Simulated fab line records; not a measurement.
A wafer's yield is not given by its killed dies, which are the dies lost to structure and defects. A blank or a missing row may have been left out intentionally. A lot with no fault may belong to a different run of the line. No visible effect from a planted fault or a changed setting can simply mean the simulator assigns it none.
A struck lot beside a sound one || flow sfq-line || 42 steps out of a route of 325
Sound: wafers L892.2, L892.3, L892.6. Struck: wafer L887.6 (left out: L887.2, L887.5 of the same lot, which were not struck); the cause appears at the end.
For every step that has rows: the tool of each side, followed by ch and its chambers, followed by its first start. Under that, the readings that differ: sound wafers || struck wafers || difference of the means || sigmas: that difference in standard deviations of wafers without a fault.
alike: same words and numbers on both sides, and readings whose means sit less than 2 such deviations apart. not compared: any withheld reading, any reading some wafer has no value for, any bound like >300 that may hide the same value, and any number with overlapping values for which the record gives no deviation.
A row with sigmas, a row that says differs or no value, or rows on one side alone: a step with any of these is where the two part. Non-overlapping numbers with no deviation appear without sigmas and do not part them. Lack of a reading on every wafer of one side parts them only where that side has two or more wafers.

first, 6 steps without rows for these wafers: SFQ_TRILAYER_I4_VIA_LITHO_COAT_108 (resist thk 62 nm); SFQ_TRILAYER_I4_VIA_LITHO_COAT_103 (resist thk 650 nm); SFQ_TRILAYER_I4_VIA_LITHO_SOFTBAKE_107; SFQ_TRILAYER_I4_VIA_LITHO_EXPOSE_104 (exposes mask I4, target cd 700 nm); SFQ_TRILAYER_I4_VIA_LITHO_PEB_106 (peb time 60 s); SFQ_TRILAYER_I4_VIA_LITHO_DEVELOP_105 (time 60 s).
SFQ_I4_OVL_MEAS_928:
  sound: overlay-02 at day 58 01:29; struck: overlay-01 at day 56 11:05
  alike: I4_OVL
SFQ_TRILAYER_I4_VIA_BARC_OPEN_VIA_ETCH_146: etches BARC in O2, target depth 125 nm, time 41.7 s.
  sound on rie-diel-03 ch 0,2,3, day 58 01:31; struck on rie-diel-02 ch 1, day 56 11:07
  alike: drypump-motor-current-A, oes-product-au
  not compared: rf-hours-counter-h
SFQ_TRILAYER_I4_VIA_ETCH_VIA_ETCH_106: etches SiO2 in CHF3, stops on Nb, target depth 260 nm.
  sound on rie-diel-03 ch 0,2,3, day 58 01:33; struck on rie-diel-02 ch 1, day 56 11:09
  alike: drypump-motor-current-A, oes-product-au
SFQ_TRILAYER_I4_VIA_STRIP_STRIP_107: strips in O2.
  sound on rie-metal-01 ch 1, day 58 01:40; struck on rie-metal-02 ch 1, day 56 11:16
  alike: drypump-motor-current-A, oes-product-au
  not compared: rf-hours-counter-h
then, 2 steps without rows for these wafers: SFQ_TRILAYER_I4_VIA_STRIP_SOLV_CLEAN_108 (cleans in NMP, time 600 s); SFQ_TRILAYER_JJ_TRILAYER_DEP_PRE_CLEAN_113 (time 22.5 s).
SFQ_TRILAYER_JJ_TRILAYER_DEP_SPUTTER_109: material Nb, target thk 150 nm, time 100 s.
  sound: pvd-sputter-05 at day 58 02:28; struck: pvd-sputter-04 at day 56 12:04
{"reading": "model.Nb_of_TRILAYER_JJ_TRILAYER_DEP_SPUTTER_109.thk-nm (nm)", "sound": "150.1 150.2 149.5", "struck": 171.8, "difference": "+21.9", "sigmas": ""}
  alike: throttle-valve-pct
SFQ_TRILAYER_JJ_TRILAYER_DEP_SPUTTER_110: material Al, target thk 8 nm, time 10 s.
  sound: pvd-sputter-05 at day 58 02:32; struck: pvd-sputter-04 at day 56 12:08
  alike: throttle-valve-pct
then, 2 steps without rows for these wafers: SFQ_TRILAYER_JJ_TRILAYER_DEP_AL_OXIDATION_111 (oxidation time 600 s); SFQ_TRILAYER_JJ_TRILAYER_DEP_SPUTTER_112 (material Nb, target thk 170 nm, time 113.3 s).
SFQ_JJ_RS_MEAS_929: measures by four-point-probe.
  sound: film-metro-04 at day 58 03:40; struck: film-metro-04 at day 56 13:16
  alike: JJ_NB_RS
then, 6 steps without rows for these wafers: SFQ_TRILAYER_JJ_CE_LITHO_COAT_119 (resist thk 62 nm); SFQ_TRILAYER_JJ_CE_LITHO_COAT_114 (resist thk 600 nm); SFQ_TRILAYER_JJ_CE_LITHO_SOFTBAKE_118; SFQ_TRILAYER_JJ_CE_LITHO_EXPOSE_115 (exposes mask J5, target cd 700 nm); SFQ_TRILAYER_JJ_CE_LITHO_PEB_117 (peb time 60 s); SFQ_TRILAYER_JJ_CE_LITHO_DEVELOP_116 (time 60 s).
SFQ_JJ_OVL_MEAS_931:
  sound: overlay-02 at day 58 06:41; struck: overlay-01 at day 56 16:35
{"reading": "J5_OVL (nm)", "sound": "-4 -9 -6", "struck": 6, "difference": "+12", "sigmas": "+3"}
SFQ_TRILAYER_JJ_CE_METRO_MEASURE_117:
  sound: cd-sem-02 at day 58 06:55; struck: cd-sem-01 at day 56 16:49
  alike: cd-nm
then, 11 steps without rows for these wafers: SFQ_TRILAYER_JJ_CE_BARC_OPEN_RIE_150 (chemistry O2, target BARC, target depth 240 nm, time 80 s); SFQ_TRILAYER_JJ_CE_ETCH_RIE_118 (chemistry SF6, target Nb, stops on Al2O3, time 97.7 s, target depth 170 nm); SFQ_TRILAYER_JJ_ANODIZE_ANODIZE_119; SFQ_TRILAYER_JJ_CE_STRIP_STRIP_120 (strips in O2); SFQ_TRILAYER_JJ_CE_STRIP_SOLV_CLEAN_121 (cleans in NMP, time 600 s); SFQ_TRILAYER_M5_LITHO_COAT_128 (resist thk 62 nm); SFQ_TRILAYER_M5_LITHO_COAT_123 (resist thk 600 nm); SFQ_TRILAYER_M5_LITHO_SOFTBAKE_127; SFQ_TRILAYER_M5_LITHO_EXPOSE_124 (exposes mask M5, target cd 700 nm); SFQ_TRILAYER_M5_LITHO_PEB_126 (peb time 60 s); SFQ_TRILAYER_M5_LITHO_DEVELOP_125 (time 60 s).
SFQ_M5_OVL_MEAS_932:
  sound: overlay-02 at day 58 11:40; struck: overlay-01 at day 56 21:32
  alike: M5_OVL
then, 1 step without rows for these wafers: SFQ_TRILAYER_M5_BARC_OPEN_METAL_ETCH_161 (etches BARC in O2, target depth 125 nm, time 41.7 s).
SFQ_TRILAYER_M5_ETCH_METAL_ETCH_126: etches Nb in Cl2/BCl3, stops on SiO2, time 203.2 s, target depth 265 nm.
  sound on rie-metal-01 ch 0,1, day 58 11:45; struck on rie-metal-03 ch 1, day 56 21:38
{"reading": "oes-product-au (a.u.)", "sound": "0.730 0.722 0.721", "struck": 0.776, "difference": "+0.052", "sigmas": "+10"}
{"reading": "model.etch.depth-nm (nm)", "sound": "150.1 150.2 149.5", "struck": 171.8, "difference": "+21.9", "sigmas": ""}
{"reading": "model.M5.feature-depth-nm (nm)", "sound": "162.3 162.6 161.6", "struck": 184.2, "difference": "+22.0", "sigmas": ""}
  alike: drypump-motor-current-A
  not compared: rf-hours-counter-h
then, 2 steps without rows for these wafers: SFQ_TRILAYER_M5_STRIP_STRIP_127 (strips in O2); SFQ_TRILAYER_M5_STRIP_SOLV_CLEAN_128 (cleans in NMP, time 600 s).
-- the record jumps here: 33 days lie between the struck wafers' starts before and after --
SFQ_M8_BOW_MEAS_951:
  sound: film-metro-03 at day 91 00:02; struck: film-metro-03 at day 89 17:38
{"reading": "model.etest.m5.ohm-um", "sound": "1.702 1.696 1.707", "struck": 1.483, "difference": -0.219, "sigmas": ""}
{"reading": "model.etest.i4.link-ohm", "sound": "2.164 2.17 2.172", "struck": 2.01, "difference": -0.16, "sigmas": ""}
{"reading": "model.etest.i5.link-ohm", "sound": "2.273 2.281 2.277", "struck": 2.127, "difference": -0.150, "sigmas": ""}
{"reading": "model.etest.m5.ohm-sq", "sound": "1.188 1.187 1.193", "struck": 1.038, "difference": -0.151, "sigmas": ""}
  alike: M8_BOW

WHERE THEY PART
First at SFQ_JJ_OVL_MEAS_931; last, within this record, at SFQ_TRILAYER_M5_ETCH_METAL_ETCH_126. Later steps at which nothing parts them and some readings are alike: SFQ_M8_BOW_MEAS_951.

WHY: the cause the simulator had injected
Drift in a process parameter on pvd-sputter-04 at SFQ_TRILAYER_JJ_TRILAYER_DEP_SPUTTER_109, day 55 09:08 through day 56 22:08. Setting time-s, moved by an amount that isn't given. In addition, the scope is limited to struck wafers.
